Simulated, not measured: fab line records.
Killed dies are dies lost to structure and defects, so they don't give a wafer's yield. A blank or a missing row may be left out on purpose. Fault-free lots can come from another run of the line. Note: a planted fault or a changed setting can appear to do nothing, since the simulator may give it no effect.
Which tool is to blame? ; flow gf180mcu ; 13 lots, 39 wafers sampled, at 5 steps of a route of 602

== WHAT EACH GAUGE READ, for each wafer ==
GF_VT_IMPLANT_TW_MEAS_21.
lot;measured;on;VT_IMPLANT_2_TW
L446;day 6 04:02;film-metro-03;1212 1216 1214
L447;day 6 10:13;film-metro-04;1237 1241 1238
L448;day 6 20:06;film-metro-03;1213 1212 1213
L450;day 7 12:22;film-metro-04;1223 1227 1220
L451;day 7 16:01;film-metro-04;1219 1226 1219
L452;day 7 21:44;film-metro-01;1191 1193 1190
L455;day 8 16:13;film-metro-01;1185 1183 1191
L456;day 8 19:44;film-metro-01;1182 1185 1186
L462;day 10 11:49;film-metro-03;1213 1207 1213
L464;day 11 01:07;film-metro-04;1236 1231 1229
L466;day 11 15:59;film-metro-01;1195 1199 1204
L468;day 12 00:41;film-metro-04;1230 1231 1221
L469;day 12 07:38;film-metro-01;1185 1187 1183

GF_VT_IMPLANT_RS_MEAS_46: measurement is done with a four-point probe.
lot;measured;on;MVSD_RS (ohm/sq)
L446;day 7 10:49;film-metro-02;456.0 455.9 455.6
L447;day 7 17:06;film-metro-02;455.4 455.0 456.4
L448;day 8 03:52;film-metro-01;457.0 456.8 456.5
L450;day 8 20:58;film-metro-02;457.7 458.0 455.9
L451;day 9 01:19;film-metro-02;457.1 457.6 457.5
L452;day 9 07:43;film-metro-01;456.9 454.6 456.2
L455;day 10 02:42;film-metro-03;457.3 455.5 457.8
L456;day 10 06:35;film-metro-03;457.8 457.5 456.4
L462;day 12 01:10;film-metro-01;468.3 468.1 468.4
L464;day 12 15:50;film-metro-01;466.8 466.6 467.7
L466;day 13 07:47;film-metro-01;460.4 460.2 461.2
L468;day 13 16:32;film-metro-02;456.7 457.7 457.2
L469;day 13 23:42;film-metro-02;455.5 456.7 456.0

GF_VT_IMPLANT_RS_MEAS_47: measurement is done with a four-point probe.
lot;measured;on;NWELL_RS (ohm/sq)
L446;day 7 10:56;film-metro-02;488.0 489.9 488.8
L447;day 7 17:13;film-metro-02;486.3 485.4 486.4
L448;day 8 03:59;film-metro-01;487.7 488.2 487.4
L450;day 8 21:05;film-metro-02;490.8 489.7 489.3
L451;day 9 01:26;film-metro-02;487.2 488.0 487.5
L452;day 9 07:50;film-metro-01;489.9 489.0 489.4
L455;day 10 02:49;film-metro-03;486.0 486.7 486.7
L456;day 10 06:43;film-metro-03;490.3 488.6 489.2
L462;day 12 01:17;film-metro-01;487.8 487.7 488.6
L464;day 12 15:58;film-metro-01;487.0 487.2 487.9
L466;day 13 07:54;film-metro-01;488.0 485.8 487.3
L468;day 13 16:40;film-metro-02;487.6 487.0 487.0
L469;day 13 23:49;film-metro-02;487.9 487.9 487.6

== EACH LOT AND THE TOOL THAT RAN IT (in order: tool; ch and the chambers of the sampled wafers; start) ==
lot;GF_DNWELL_STRIP_08;GF_MVSD_IMPLANT_08
L446;plasma-asher-03 ch 0, day 2 18:15;implanter-04 ch 0, day 4 09:17
L447;plasma-asher-04 ch 0,1, day 3 00:25;implanter-03 ch 0, day 4 15:19
L448;plasma-asher-03 ch 0,1, day 3 07:08;implanter-03 ch 0, day 4 23:19
L450;plasma-asher-03 ch 0,1, day 3 19:47;implanter-03 ch 0, day 5 13:05
L451;plasma-asher-03 ch 0,1, day 3 23:41;implanter-01 ch 0, day 5 17:52
L452;plasma-asher-03 ch 0, day 4 03:09;implanter-03 ch 0, day 5 22:23
L455;plasma-asher-04 ch 0,1, day 4 19:02;implanter-01 ch 0, day 6 15:01
L456;plasma-asher-01 ch 0,1, day 4 22:30;implanter-04 ch 0, day 6 18:52
L462;plasma-asher-04 ch 0,1, day 6 07:08;implanter-01 ch 0, day 8 07:31
L464;plasma-asher-01 ch 0,1, day 6 19:21;implanter-01 ch 0, day 8 20:18
L466;plasma-asher-01 ch 0,1, day 7 04:57;implanter-04 ch 0, day 9 07:38
L468;plasma-asher-03 ch 1, day 7 14:23;implanter-04 ch 0, day 9 17:10
L469;plasma-asher-01 ch 0,1, day 7 20:01;implanter-04 ch 0, day 9 23:33
- GF_DNWELL_STRIP_08: strips in O2/N2.
- GF_MVSD_IMPLANT_08

== AS READ BY THE TOOLS THEMSELVES (means over the sampled wafers that have a number; for cases with no such wafer, the mark the record gives instead) ==
GF_DNWELL_STRIP_08.
lot;tool;drypump-motor-current-A (A);heater-power-w (W);n2-flow-sccm (sccm);oes-product-au (a.u.);strip-time-to-endpoint-s (s)
L446;plasma-asher-03;6.1;324;299.4;0.722;36.94
L447;plasma-asher-04;5.2;311;301.0;0.724;36.83
L448;plasma-asher-03;5.9;337;299.4;0.727;37.06
L450;plasma-asher-03;5.9;341;300.5;0.723;36.90
L451;plasma-asher-03;5.9;335;299.1;0.725;37.06
L452;plasma-asher-03;6.1;318;299.8;0.725;36.71
L455;plasma-asher-04;5.2;308;299.0;0.723;36.98
L456;plasma-asher-01;5.9;322;300.4;0.722;36.86
L462;plasma-asher-04;5.2;305;299.5;0.726;37.15
L464;plasma-asher-01;5.9;327;299.7;0.720;36.78
L466;plasma-asher-01;5.9;325;301.0;0.724;36.67
L468;plasma-asher-03;5.5;360;300.5;0.723;36.90
L469;plasma-asher-01;5.7;338;299.6;0.720;36.95

GF_MVSD_IMPLANT_08.
lot;tool;beam-energy-keV
L446;implanter-04;400.02
L447;implanter-03;400.00
L448;implanter-03;400.05
L450;implanter-03;400.02
L451;implanter-01;399.95
L452;implanter-03;399.91
L455;implanter-01;400.12
L456;implanter-04;400.10
L462;implanter-01;356.77
L464;implanter-01;356.71
L466;implanter-04;399.91
L468;implanter-04;400.08
L469;implanter-04;399.93

== THE ANSWER, worked out from the rows above alone ==
Rule: usual is defined by the lots themselves. The widest of any qualifying gaps counts: lots, ordered by their means at a reading, are off when they make up no more than a third of the lots, leave a main group of 4 or more, and stand apart from it by 3 or more times the standard deviation of that group's means. A main group whose means are all the same, to the digits that the tables above print for the reading, isn't used. Also off: a lot with no number at a reading for which 4 or more lots have one. The other lots that the step has rows for count as sound. First the gauges in route order, then the tools' own readings, where a lot's mean is used as printed above. At the first step where some lot is off, the reading lying furthest off is the one used; lots without a number count as furthest.
Off: L462, L464, seen at GF_VT_IMPLANT_RS_MEAS_46 (MVSD_RS). The main group: mean 457.0 ohm/sq, standard deviation 1.3.
If a tool, at a process step before that reading, ran all the lots that are off and no sound lot after the first of them, it fits. The gauges at GF_VT_IMPLANT_RS_MEAS_46 aren't tried: what is off there is off at GF_MVSD_IMPLANT_08 too, on other tools, and a gauge's error can't cause that. One fits: implanter-01 at GF_MVSD_IMPLANT_08. Its last sound lot is L455 (day 6 15:01), its first lot that is off L462 (day 8 07:31): a fault that began between those two fits.
On the lots that are off, the tool's own readings at GF_MVSD_IMPLANT_08 differ by more than 5 times the standard deviation of the sound lots' means, which bears it out; beam-energy-keV reads 356.74 there versus 400.01 on the sound lots.

== WHAT THE SIMULATOR PUT IN ==
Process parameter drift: implanter-01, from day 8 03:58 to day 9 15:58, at GF_MVSD_IMPLANT_08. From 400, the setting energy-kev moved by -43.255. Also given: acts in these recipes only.
Shown lots that were struck: L462, L464. Same finding as the rule above.
